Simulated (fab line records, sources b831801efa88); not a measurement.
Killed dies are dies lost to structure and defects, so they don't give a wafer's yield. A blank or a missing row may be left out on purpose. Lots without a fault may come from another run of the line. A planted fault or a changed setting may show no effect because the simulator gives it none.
Split-lot experiment | flow sky130 | 5 lots, 23 wafers read, on a route of 708 steps

THE SPLIT
At SKY_VIA3_CMP_02 (polishes SiO2), the setting leave_above_ref_nm was moved away from the recipe's 465 nm on 10 of the 23 wafers read, by -6.9% to +3.9%. The other wafers ran this setting at the recipe's value.

FROM THE SPLIT TO THE READING: what the file shows between them, 1 step
- SKY_VIA3_ETCH_14: etches BARC in N2/H2, stops on SiO2, time 45.9 s, target depth 60 nm (also split here: bias_w)

THE READING
oes_product_au, in a.u., at SKY_VIA3_ETCH_15 (etches SiO2 in C4F8/O2/Ar, stops on TiN, target depth 507 nm, time 78 s). Fault-free wafers of this fab line usually give 0.946 a.u., standard deviation 0.0046 a.u..

wafer  | tool, chamber at the split | leave_above_ref_nm as run, nm | against the recipe | oes_product_au, a.u. | against lot-mates on the recipe
L077.1 | cmp-01, 1                  | 432.9                         | -6.9%              | 0.899                | -0.047
L077.2 | cmp-01, 2                  | 465                           | recipe             | 0.946                | -
L077.3 | cmp-01, 0                  | 465                           | recipe             | 0.954                | -
L077.4 | cmp-01, 3                  | 465                           | recipe             | 0.939                | -
L077.6 | cmp-01, 2                  | 432.9                         | -6.9%              | 0.910                | -0.036
L074.1 | cmp-02, 1                  | 465                           | recipe             | 0.949                | -
L074.4 | cmp-02, 2                  | 465                           | recipe             | 0.948                | -
L074.5 | cmp-02, 3                  | 465                           | recipe             | 0.944                | -
L078.1 | cmp-01, 2                  | 443.5                         | -4.6%              | 0.924                | -0.021
L078.2 | cmp-01, 3                  | 443.5                         | -4.6%              | 0.926                | -0.019
L078.3 | cmp-01, 0                  | 443.5                         | -4.6%              | 0.926                | -0.019
L078.4 | cmp-01, 1                  | 465                           | recipe             | 0.943                | -
L078.5 | cmp-01, 1                  | 465                           | recipe             | 0.948                | -
L082.1 | cmp-02, 2                  | 483                           | +3.9%              | 0.959                | +0.009
L082.2 | cmp-02, 3                  | 465                           | recipe             | 0.950                | -
L082.3 | cmp-02, 1                  | 483                           | +3.9%              | 0.966                | +0.016
L082.4 | cmp-02, 0                  | 465                           | recipe             | 0.951                | -
L082.5 | cmp-02, 1                  | 483                           | +3.9%              | 0.963                | +0.013
L083.1 | cmp-01, 0                  | 437.6                         | -5.9%              | 0.917                | -0.024
L083.2 | cmp-01, 3                  | 465                           | recipe             | 0.946                | -
L083.4 | cmp-01, 1                  | 465                           | recipe             | 0.939                | -
L083.5 | cmp-01, 3                  | 465                           | recipe             | 0.937                | -
L083.6 | cmp-01, 2                  | 437.6                         | -5.9%              | 0.907                | -0.034

THE FIT
A straight line over all 23 wafers: oes_product_au changes by +0.00521 a.u. for each +1% of leave_above_ref_nm; r = +0.96; the points scatter about the line by 0.0053 a.u..
The same after taking each lot's own level away (the mean of its wafers on the recipe; 23 wafers): +0.00473 a.u. for each +1%; r = +0.95; scatter 0.0052 a.u..
On that fit, the largest move of leave_above_ref_nm shifts the reading by 0.033 a.u..
The lots' own levels span 0.9407 to 0.9505 a.u., that is 2.1 times the standard deviation above.
So the lot-to-lot level changes the slope: the two fits differ.
Check: with one of the wafers moved furthest among these (-6.9%) left out of the fit, the line predicts -0.0313 a.u. for it against its lot-mates. It came out at -0.0473 a.u. against them.

OTHER SPLITS ON THESE WAFERS
These wafers also went through other splits before the reading. Each is held against what the fit with the lots' levels taken away leaves over:
other split on the same wafers | wafers away from the commonest value | r with oes_product_au (lot level and that fit taken away)
SKY_METAL2_SPUTTER_00 power_w  | 4                                    | -0.20
SKY_VIA2_EXPOSE_09 dose_mj     | 5                                    | -0.23
SKY_CAPM_SPUTTER_02 time_s     | 7                                    | -0.12
SKY_CAPM_METAL_ETCH_13 icp_w   | 5                                    | +0.28
SKY_METAL3_EXPOSE_10 dose_mj   | 5                                    | -0.33
SKY_METAL3_ETCH_16 icp_w       | 9                                    | -0.19
SKY_VIA3_ETCH_14 bias_w        | 2                                    | +0.14

THE WHOLE CHAIN: every reading that the file lists as answering this split, in the file's order
step             | what it does                                                            | reading                                                                        | change (the file's fit)                   | r (the file's)
SKY_VIA3_CMP_02  | polishes SiO2                                                           | SiO2_of_VIA3_HDPCVD_00.thk_nm (the simulator's own value, which no gauge read) | +4.58 nm for each +1% of the setting      | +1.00
SKY_VIA3_ETCH_15 | etches SiO2 in C4F8/O2/Ar, stops on TiN, target depth 507 nm, time 78 s | oes_product_au                                                                 | +0.00502 a.u. for each +1% of the setting | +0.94
SKY_VIA3_ETCH_15 | etches SiO2 in C4F8/O2/Ar, stops on TiN, target depth 507 nm, time 78 s | etch.depth_nm (the simulator's own value, which no gauge read)                 | +4.75 nm for each +1% of the setting      | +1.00
SKY_VIA3_ETCH_15 | etches SiO2 in C4F8/O2/Ar, stops on TiN, target depth 507 nm, time 78 s | VIA3.feature_depth_nm (the simulator's own value, which no gauge read)         | +4.58 nm for each +1% of the setting      | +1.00

THE FILE'S OWN FIT
oes_product_au changes by +0.00502 a.u. for each +1% of leave_above_ref_nm, r = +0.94.
